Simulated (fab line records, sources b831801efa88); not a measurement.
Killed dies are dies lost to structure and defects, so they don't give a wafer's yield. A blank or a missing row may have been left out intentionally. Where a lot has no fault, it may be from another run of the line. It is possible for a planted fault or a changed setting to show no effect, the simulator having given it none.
Which tool is to blame?	flow gf180mcu	13 lots, 39 wafers sampled, at 5 steps of a route of 602

== WHAT THE GAUGES SHOWED, per wafer ==
GF_DNWELL_TW_MEAS_09.
lot	measured	on	DNWELL_TW
L652	day 2 18:34	film-metro-04	1327 1335 1331
L653	day 2 22:50	film-metro-03	1332 1332 1347
L654	day 3 05:08	film-metro-03	1364 1364 1360
L656	day 3 15:39	film-metro-04	1348 1343 1341
L657	day 3 20:07	film-metro-03	1353 1343 1350
L658	day 4 02:24	film-metro-02	1358 1366 1355
L659	day 4 07:50	film-metro-02	1526 1524 1529
L660	day 4 12:58	film-metro-03	1488 1480 1478
L669	day 6 12:34	film-metro-03	1352 1346 1356
L671	day 6 23:43	film-metro-04	1316 1317 1313
L672	day 7 04:28	film-metro-04	1337 1336 1327
L674	day 7 15:31	film-metro-03	1343 1344 1346
L675	day 7 21:36	film-metro-03	1340 1340 1344

GF_VT_IMPLANT_TW_MEAS_10.
lot	measured	on	VT_IMPLANT_TW
L652	day 5 15:37	film-metro-04	557 554 556
L653	day 5 19:46	film-metro-03	563 563 564
L654	day 6 01:22	film-metro-01	571 572 570
L656	day 6 14:13	film-metro-01	566 571 566
L657	day 6 18:49	film-metro-04	553 551 558
L658	day 7 04:10	film-metro-01	565 567 565
L659	day 7 08:04	film-metro-04	554 556 553
L660	day 7 18:08	film-metro-04	553 554 552
L669	day 9 22:13	film-metro-01	565 566 565
L671	day 10 12:48	film-metro-03	564 559 559
L672	day 10 17:43	film-metro-01	565 566 564
L674	day 11 05:46	film-metro-03	562 562 562
L675	day 11 13:50	film-metro-03	559 558 560

GF_VT_IMPLANT_OVL_MEAS_29.
lot	measured	on	VT_IMPLANT_02_OVL (nm)
L652	day 6 21:52	overlay-01	-0.3 1.5 -0.7
L653	day 7 01:19	overlay-01	-1.7 -2.4 -2.2
L654	day 7 07:13	overlay-02	0.6 0.7 0.1
L656	day 7 20:38	overlay-01	-1.1 0.2 0.6
L657	day 8 02:34	overlay-01	-2.6 -2.4 -2.1
L658	day 8 12:13	overlay-02	-1.8 0.1 -0.9
L659	day 8 16:40	overlay-02	-0.4 0.2 0.2
L660	day 9 02:07	overlay-01	-1.5 -1.4 -2.8
L669	day 11 09:44	overlay-02	-0.4 0.3 -0.4
L671	day 12 01:22	overlay-02	-1.1 -3.0 -1.1
L672	day 12 06:37	overlay-01	-1.4 -0.3 -1.2
L674	day 12 18:51	overlay-02	0.9 0.4 -0.7
L675	day 13 03:44	overlay-02	-3.6 -1.1 -2.0

== EACH LOT AND THE TOOL THAT RAN IT (in order: tool; ch and the chambers of the sampled wafers; start) ==
lot	GF_DNWELL_IMPLANT_07	GF_DNWELL_STRIP_08
L652	implanter-01 ch 0, day 2 18:20	plasma-asher-01 ch 0,1, day 2 18:28
L653	implanter-01 ch 0, day 2 22:38	plasma-asher-04 ch 0,1, day 2 22:45
L654	implanter-01 ch 0, day 3 04:53	plasma-asher-02 ch 0,1, day 3 05:02
L656	implanter-04 ch 0, day 3 15:24	plasma-asher-04 ch 0,1, day 3 15:33
L657	implanter-02 ch 0, day 3 19:52	plasma-asher-02 ch 0,1, day 3 20:00
L658	implanter-02 ch 0, day 4 02:11	plasma-asher-02 ch 0,1, day 4 02:19
L659	implanter-02 ch 0, day 4 07:35	plasma-asher-04 ch 0,1, day 4 07:44
L660	implanter-02 ch 0, day 4 12:43	plasma-asher-01 ch 0,1, day 4 12:51
L669	implanter-01 ch 0, day 6 12:20	plasma-asher-04 ch 0,1, day 6 12:28
L671	implanter-01 ch 0, day 6 23:28	plasma-asher-02 ch 0,1, day 6 23:37
L672	implanter-01 ch 0, day 7 04:14	plasma-asher-01 ch 1, day 7 04:22
L674	implanter-02 ch 0, day 7 15:17	plasma-asher-02 ch 0,1, day 7 15:26
L675	implanter-02 ch 0, day 7 21:24	plasma-asher-02 ch 0,1, day 7 21:31
- GF_DNWELL_IMPLANT_07
- GF_DNWELL_STRIP_08: strips in O2/N2.

== AS READ BY THE TOOLS THEMSELVES (means over the sampled wafers that have a number; for cases with no such wafer, the mark the record gives instead) ==
GF_DNWELL_IMPLANT_07.
lot	tool	beam-on-s (s)	faraday-current-uA
L652	implanter-01	9.97	56.7
L653	implanter-01	9.85	57.2
L654	implanter-01	9.92	56.9
L656	implanter-04	10.06	55.9
L657	implanter-02	10.11	55.7
L658	implanter-02	9.95	56.8
L659	implanter-02	13.75	41.0
L660	implanter-02	13.68	41.2
L669	implanter-01	10.05	56.1
L671	implanter-01	9.94	56.7
L672	implanter-01	9.96	56.6
L674	implanter-02	10.00	56.4
L675	implanter-02	10.08	56.0

GF_DNWELL_STRIP_08.
lot	tool	drypump-motor-current-A (A)	heater-power-w (W)	oes-product-au (a.u.)	platen-temp-c (C)	strip-time-to-endpoint-s (s)
L652	plasma-asher-01	5.3	348	0.723	249.96	37.02
L653	plasma-asher-04	6.0	330	0.722	250.16	36.98
L654	plasma-asher-02	5.7	354	0.723	250.06	36.92
L656	plasma-asher-04	6.0	337	0.727	250.01	37.08
L657	plasma-asher-02	5.9	344	0.723	250.12	37.15
L658	plasma-asher-02	5.7	357	0.724	249.92	37.08
L659	plasma-asher-04	6.0	332	0.727	250.00	36.83
L660	plasma-asher-01	5.4	324	0.725	249.93	36.92
L669	plasma-asher-04	6.0	335	0.724	249.90	36.97
L671	plasma-asher-02	5.7	353	0.725	249.97	36.98
L672	plasma-asher-01	5.4	307	0.719	249.85	36.90
L674	plasma-asher-02	5.7	351	0.725	250.27	36.90
L675	plasma-asher-02	5.7	351	0.719	250.01	36.98

== THE ANSWER, worked out from the rows above alone ==
Rule: the lots themselves supply what counts as usual. The widest of any qualifying gaps counts: lots, ordered by their means at a reading, are off when they make up no more than a third of the lots, leave a main group of 4 or more, and stand apart from it by 3 or more times the standard deviation of that group's means. A main group whose means are all the same, to the digits that the tables above print for the reading, isn't used. Also off: a lot with no number at a reading for which 4 or more lots have one. Any other lot the step has rows for is counted as sound. The gauges are gone through in route order, then the tools' own readings, and for those a lot's mean is taken as printed above. At the first step where some lot is off, the reading lying furthest off is the one used; lots without a number count as furthest.
Off: at GF_DNWELL_TW_MEAS_09 (DNWELL_TW), L659, L660. The main group has a mean of 1343 with a standard deviation of 13.
A tool fits if, at a process step before that reading, it ran every lot that is off, and no sound lot after the first of them. Not tried: the gauges at GF_DNWELL_TW_MEAS_09; whatever is off there is also off at GF_DNWELL_IMPLANT_07, on other tools, and gauge error can't account for it. Of those tried, none fits.

== WHAT HAD BEEN PUT IN BY THE SIMULATOR ==
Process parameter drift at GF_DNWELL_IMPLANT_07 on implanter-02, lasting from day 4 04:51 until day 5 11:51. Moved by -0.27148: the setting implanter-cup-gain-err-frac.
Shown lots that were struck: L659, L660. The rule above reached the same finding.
